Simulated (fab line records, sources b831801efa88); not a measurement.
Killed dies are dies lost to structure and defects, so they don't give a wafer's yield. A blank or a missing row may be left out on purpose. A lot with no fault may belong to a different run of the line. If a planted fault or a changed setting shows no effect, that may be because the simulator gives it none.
Matching of chambers || flow sky130 || SKY_METAL4_ETCH_17 on rie-diel-01: 4 sister chambers
The step etches SiO2 in C4F8/O2/Ar, stops on TiN, time 3.9 s, target depth 15 nm. 8 wafers are shown with their chamber, then 9 later ones without.

WAFERS WITH THEIR CHAMBER
{"wafer": "L080.1", "chamber": 0, "oes-product-au (a.u.)": 0.762}
{"wafer": "L080.5", "chamber": 1, "oes-product-au (a.u.)": 0.771}
{"wafer": "L083.5", "chamber": 3, "oes-product-au (a.u.)": 0.755}
{"wafer": "L086.1", "chamber": 1, "oes-product-au (a.u.)": 0.755}
{"wafer": "L086.4", "chamber": 0, "oes-product-au (a.u.)": 0.744}
{"wafer": "L088.1", "chamber": 3, "oes-product-au (a.u.)": 0.748}
{"wafer": "L088.4", "chamber": 2, "oes-product-au (a.u.)": 0.753}
{"wafer": "L088.5", "chamber": 2, "oes-product-au (a.u.)": 0.749}

WAFERS WHOSE CHAMBER IS MISSING
{"wafer": "L091.1", "oes-product-au (a.u.)": 0.756}
{"wafer": "L091.5", "oes-product-au (a.u.)": 0.750}
{"wafer": "L091.6", "oes-product-au (a.u.)": 0.767}
{"wafer": "L094.1", "oes-product-au (a.u.)": 0.759}
{"wafer": "L094.2", "oes-product-au (a.u.)": 0.749}
{"wafer": "L094.3", "oes-product-au (a.u.)": 0.751}
{"wafer": "L094.4", "oes-product-au (a.u.)": 0.751}
{"wafer": "L094.5", "oes-product-au (a.u.)": 0.759}
{"wafer": "L094.6", "oes-product-au (a.u.)": 0.760}

CHAMBER TAKEN BY EACH
{"wafer": "L091.1", "from the rows above": "can't be placed: 0 or 3 or 2 or 1", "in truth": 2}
{"wafer": "L091.5", "from the rows above": "can't be placed: 2 or 3 or 0 or 1", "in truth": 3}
{"wafer": "L091.6", "from the rows above": "can't be placed: 1 or 0 or 3 or 2", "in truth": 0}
{"wafer": "L094.1", "from the rows above": "can't be placed: 1 or 0 or 3 or 2", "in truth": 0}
{"wafer": "L094.2", "from the rows above": "can't be placed: 2 or 3 or 0 or 1", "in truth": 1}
{"wafer": "L094.3", "from the rows above": "can't be placed: 2 or 3 or 0 or 1", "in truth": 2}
{"wafer": "L094.4", "from the rows above": "can't be placed: 2 or 3 or 0 or 1", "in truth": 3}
{"wafer": "L094.5", "from the rows above": "can't be placed: 1 or 0 or 3 or 2", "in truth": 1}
{"wafer": "L094.6", "from the rows above": "can't be placed: 1 or 0 or 3 or 2", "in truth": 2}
Correct placement for 0 of the 9. Not placeable from these rows: 9 (in 9, the candidates include the true chamber). Number placed wrongly: 0.
How it was worked out, from the rows above alone: a wafer's distance from a chamber is the root of the sum, over the readings, of the square of ((its reading less the chamber's mean) divided by the reading's scatter). If the next closest chamber is less than 2 further off than the closest, the wafer can't be placed; otherwise it belongs to the closest. A chamber's mean is the mean of its shown wafers. The scatter: the root of (the sum of the squares of (reading less its chamber's mean) over the shown wafers, divided by (wafers less chambers)).
